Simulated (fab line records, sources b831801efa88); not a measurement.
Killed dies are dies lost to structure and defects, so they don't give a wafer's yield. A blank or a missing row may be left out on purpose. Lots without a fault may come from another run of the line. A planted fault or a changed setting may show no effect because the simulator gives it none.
Which tool did it? | flow gf180mcu | 12 lots, 36 wafers sampled, at 5 steps of a route of 602

WHAT THE GAUGES READ, wafer by wafer
GF_M4_CD_MEAS_14: target cd 280 nm. Usual: cd_nm 279.6 nm, standard deviation 1.3.
lot  | measured     | on        | cd_nm (nm)        | flag
L805 | day 23 09:11 | cd_sem-02 | 279.0 277.4 278.7 |
L808 | day 24 09:14 | cd_sem-02 | 281.9 281.6 281.2 |
L809 | day 24 17:40 | cd_sem-01 | 279.7 279.2 280.0 |
L810 | day 25 12:02 | cd_sem-02 | 280.1 279.8 279.7 |
L811 | day 25 12:23 | cd_sem-01 | 280.4 280.2 281.4 |
L814 | day 26 11:25 | cd_sem-02 | 278.9 279.7 279.7 |
L815 | day 26 19:28 | cd_sem-02 | 279.2 280.2 279.5 |
L824 | day 29 20:20 | cd_sem-02 | 280.6 280.2 279.0 |
L825 | day 29 22:54 | cd_sem-01 | 280.7 280.2 280.5 |
L827 | day 30 07:38 | cd_sem-02 | 281.6 279.1 279.9 |
L826 | day 30 08:56 | cd_sem-01 | 280.1 280.2 279.2 |
L828 | day 30 13:43 | cd_sem-02 | 280.8 280.9 280.5 |

GF_MIM_THK_MEAS_06. Usual: MIM_CVD_05_THK 41.8 nm, standard deviation 0.55.
lot  | measured     | on            | MIM_CVD_05_THK (nm)           | flag
L805 | day 24 10:20 | film_metro-02 | 40.6 40.9 40.8                |
L808 | day 25 10:23 | film_metro-03 | 41.7 42.0 42.5                |
L809 | day 25 17:55 | film_metro-02 | 41.1 41.8 41.8                |
L810 | day 26 12:15 | film_metro-02 | 41.1 41.9 41.9                |
L811 | day 26 13:25 | film_metro-02 | 40.8 41.5 42.7                |
L814 | day 27 11:44 | film_metro-03 | 45.0 45.5 45.9 45.0 45.6 45.9 | OFF
L815 | day 27 18:51 | film_metro-01 | 45.4 41.6 45.5 45.4 41.7 45.5 | OFF
L824 | day 30 18:03 | film_metro-02 | 41.3 42.4 42.6                |
L825 | day 30 20:39 | film_metro-02 | 41.1 42.3 41.4                |
L827 | day 31 05:20 | film_metro-01 | 42.3 42.3 42.5                |
L826 | day 31 06:02 | film_metro-03 | 42.0 42.2 42.1                |
L828 | day 31 10:51 | film_metro-03 | 40.9 41.7 41.6                |

WHICH TOOL RAN EACH LOT (tool, then ch and the chambers of the sampled wafers, then the start)
lot  | GF_M4_SPUTTER_03             | GF_V4_ETCH_16                      | GF_MIM_CVD_05
L805 | pvd_sputter-02, day 22 10:29 | rie_diel-01 ch 1,2,3, day 24 08:44 | pecvd-04 ch 1,2, day 24 10:19
L808 | pvd_sputter-01, day 23 11:14 | rie_diel-03 ch 1,2, day 25 08:46   | pecvd-03 ch 0,1,2, day 25 10:21
L809 | pvd_sputter-03, day 23 19:32 | rie_diel-01 ch 0,1,2, day 25 16:18 | pecvd-03 ch 0,1,2, day 25 17:52
L810 | pvd_sputter-01, day 24 14:24 | rie_diel-01 ch 0,2, day 26 10:36   | pecvd-04 ch 1,2, day 26 12:13
L811 | pvd_sputter-02, day 24 14:43 | rie_diel-04 ch 2,3, day 26 11:46   | pecvd-01 ch 1,2, day 26 13:23
L814 | pvd_sputter-03, day 25 14:27 | rie_diel-03 ch 0,1,3, day 27 10:06 | pecvd-03 ch 0,1, day 27 11:42
L815 | pvd_sputter-03, day 25 22:46 | rie_diel-03 ch 1,3, day 27 17:15   | pecvd-03 ch 1,2, day 27 18:49
L824 | pvd_sputter-01, day 29 02:08 | rie_diel-04 ch 0,1,2, day 30 16:24 | pecvd-01 ch 0,1,2, day 30 18:00
L825 | pvd_sputter-01, day 29 03:47 | rie_diel-04 ch 0,2,3, day 30 19:01 | pecvd-04 ch 0,1, day 30 20:36
L827 | pvd_sputter-03, day 29 12:58 | rie_diel-01 ch 0,3, day 31 03:43   | pecvd-01 ch 0,2, day 31 05:18
L826 | pvd_sputter-01, day 29 14:32 | rie_diel-03 ch 2,3, day 31 04:25   | pecvd-04 ch 1,2, day 31 06:00
L828 | pvd_sputter-02, day 29 18:48 | rie_diel-04 ch 1,2, day 31 09:14   | pecvd-03 ch 0,1,2, day 31 10:49
- GF_M4_SPUTTER_03: material Ti, target thk 10 nm, time 6.7 s.
- GF_V4_ETCH_16: etches BARC in N2/H2.
- GF_MIM_CVD_05: deposits Si3N4, target thk 42 nm, time 29.086 s.

WHAT THE TOOLS THEMSELVES READ (means of the sampled wafers that have a number; where no wafer has one, the mark that the record gives instead)
GF_M4_SPUTTER_03. Usual: chamber_pressure_pa 0.2999 Pa, standard deviation 0.00056; throttle_valve_pct 30.4 %, standard deviation 0.69.
lot  | tool           | chamber_pressure_pa (Pa) | throttle_valve_pct (%) | flag
L805 | pvd_sputter-02 | 0.2998                   | 30.0                   |
L808 | pvd_sputter-01 | 0.2998                   | 29.8                   |
L809 | pvd_sputter-03 | 0.3003                   | 30.7                   |
L810 | pvd_sputter-01 | 0.2994                   | 30.1                   |
L811 | pvd_sputter-02 | 0.2991                   | 30.0                   |
L814 | pvd_sputter-03 | 0.3007                   | 30.7                   |
L815 | pvd_sputter-03 | 0.2997                   | 30.7                   |
L824 | pvd_sputter-01 | 0.2997                   | 30.0                   |
L825 | pvd_sputter-01 | 0.2997                   | 30.3                   |
L827 | pvd_sputter-03 | 0.2998                   | 30.9                   |
L826 | pvd_sputter-01 | 0.2993                   | 31.5                   |
L828 | pvd_sputter-02 | 0.2996                   | 29.5                   |

GF_V4_ETCH_16. Usual: drypump_motor_current_A 5.8 A, standard deviation 0.53; oes_product_au 0.854 a.u., standard deviation 0.0047; throttle_valve_pct 13.224 %, standard deviation 0.0095.
lot  | tool        | drypump_motor_current_A (A) | oes_product_au (a.u.) | throttle_valve_pct (%) | flag
L805 | rie_diel-01 | 5.7                         | 0.852                 | 13.232                 |
L808 | rie_diel-03 | 5.2                         | 0.852                 | 13.220                 |
L809 | rie_diel-01 | 5.8                         | 0.852                 | 13.227                 |
L810 | rie_diel-01 | 5.4                         | 0.851                 | 13.222                 |
L811 | rie_diel-04 | 6.0                         | 0.851                 | 13.223                 |
L814 | rie_diel-03 | 5.6                         | 0.854                 | 13.226                 |
L815 | rie_diel-03 | 5.1                         | 0.852                 | 13.222                 |
L824 | rie_diel-04 | 6.1                         | 0.852                 | 13.231                 |
L825 | rie_diel-04 | 6.1                         | 0.855                 | 13.228                 |
L827 | rie_diel-01 | 6.0                         | 0.852                 | 13.218                 |
L826 | rie_diel-03 | 5.6                         | 0.853                 | 13.228                 |
L828 | rie_diel-04 | 5.9                         | 0.860                 | 13.224                 |

GF_MIM_CVD_05. Usual: heater_power_w 607 W, standard deviation 120.
lot  | tool     | heater_power_w (W) | flag
L805 | pecvd-04 | 630                |
L808 | pecvd-03 | 524                |
L809 | pecvd-03 | 525                |
L810 | pecvd-04 | 624                |
L811 | pecvd-01 | 669                |
L814 | pecvd-03 | 476                |
L815 | pecvd-03 | 544                |
L824 | pecvd-01 | 699                |
L825 | pecvd-04 | 638                |
L827 | pecvd-01 | 710                |
L826 | pecvd-04 | 692                |
L828 | pecvd-03 | 545                |

THE ANSWER, worked out from the rows above alone
Rule: a lot is off if the mean of its wafers that have a number lies more than 3 standard deviations from the usual mean. A lot without any number at a reading at which 4 lots or more have one is off too. The other lots that the step has rows for count as sound. The gauges are gone through in route order, then the tools' own readings, and for those a lot's mean is taken as printed above. The first step at which some lot is off is used, and at that step the reading that is off furthest; a lot without a number counts as furthest.
Off: L814, L815, at GF_MIM_THK_MEAS_06 (MIM_CVD_05_THK).
A tool fits if, at a process step before that reading, it ran every lot that is off, and no sound lot after the first of them. The gauges at GF_MIM_THK_MEAS_06 are tried like those tools. None of those tried fits.

WHAT THE SIMULATOR HAD PUT IN
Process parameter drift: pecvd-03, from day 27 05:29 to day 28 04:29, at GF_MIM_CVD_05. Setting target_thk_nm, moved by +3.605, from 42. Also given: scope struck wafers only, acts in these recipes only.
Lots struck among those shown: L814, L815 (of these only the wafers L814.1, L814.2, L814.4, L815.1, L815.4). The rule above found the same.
